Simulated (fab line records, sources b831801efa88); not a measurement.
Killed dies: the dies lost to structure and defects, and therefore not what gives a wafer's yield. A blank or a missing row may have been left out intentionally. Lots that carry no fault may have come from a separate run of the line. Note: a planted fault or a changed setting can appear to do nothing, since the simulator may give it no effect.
Problem report in the 8D (eight disciplines) form, filled by code || flow sky130 || the parts of the form that need people (team, actions taken, sign-off) are left out

## 1. THE ISSUE
Wafers free of any fault read 1630 (standard deviation 18) for RES_XHIGH_TW at SKY_RES_XHIGH_TW_MEAS_09, against a mean of 1542 on 6 wafers of 2 lots. That puts it -4.9 standard deviations away from the usual mean.
Earliest sighting: wafer L705.1 on film_metro-04 at day 29 00:12. Wafers with a number at this step in the record: 36, from 12 lots. Rule for "out", or "out of limits": more than 4 standard deviations from the usual mean. The other wafers with a number count as sound.

## 2. WHAT THIS IS AND IS NOT
{"question": "which readings at this step", "is": "RES_XHIGH_TW", "is not": "-"}
{"question": "which lots", "is": "L705, L706", "is not": "L698, L699, L713, L714, L715, L717, L718, L719, L720, L721"}
{"question": "which wafers of those lots", "is": "all that have a number", "is not": "-"}
{"question": "read on which gauges", "is": "film_metro-01, film_metro-04", "is not": "film_metro-03"}
{"question": "when", "is": "from day 29 00:12", "is not": "up to then (6 sound wafers); but 24 sound wafers of L713, L714, L715, L717, L718, L719, L720, L721 came after"}

## 3. THE SUSPECTS, EACH WITH WHAT RULES IT OUT
Counting: a tool at any process step up to the reading remains a suspect when it ran all the lots that are out and ran no sound lot after the first of those.
- the gauge at SKY_RES_XHIGH_TW_MEAS_09 has been ruled out. Those wafers that are out were read across 2 gauges (film_metro-01, film_metro-04).
- implanter-04 at SKY_RES_XHIGH_IMPLANT_07: ruled out as a lasting fault. Following L705 (day 28 23:57), the first lot on it that is out, the sound lots L719, L718, L720 were run on it.
Left after counting: nothing in the record.

## 4. THE CAUSE (what the simulator had put in)
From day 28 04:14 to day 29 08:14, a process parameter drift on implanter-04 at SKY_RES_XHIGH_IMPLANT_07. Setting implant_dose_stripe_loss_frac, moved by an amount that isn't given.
Counting ruled it out, wrongly: the rule takes a fault to strike every lot that its tool runs from its start on, and this one did not.

## 5. SEQUENCE OF EFFECTS, ordered by route
One row per reading whose mean, taken over the struck wafers that have a number, lies over 3 standard deviations from the usual. Only readings whose record carries a usual standard deviation are examined. hours: median over the lots of the time between each lot's start at the first step of this table that gives one and its start at this step. sigmas: the change, counted in usual standard deviations.
{"hours": 0, "step": "SKY_RES_XHIGH_TW_MEAS_09", "reading": "RES_XHIGH_TW", "usual": 1630, "on struck wafers": 1542, "change": -88, "sigmas": -4.9}
{"hours": 29, "step": "SKY_SD_N_RS_MEAS_18", "reading": "RES_XHIGH_RS", "usual": "332.9 ohm/sq", "on struck wafers": 386.7, "change": "+53.8", "sigmas": "+41"}
At these later measuring or inspecting steps, every struck wafer for which the step has a row has a number for every such reading, and none has moved that far: SKY_SD_N_TW_MEAS_12.

## 6. HOW IT WOULD HAVE BEEN CAUGHT EARLIER
20 hours passed between the start of the fault at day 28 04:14 and the first reading out of limits at a measuring or inspecting step in this record, taken at day 29 00:12.
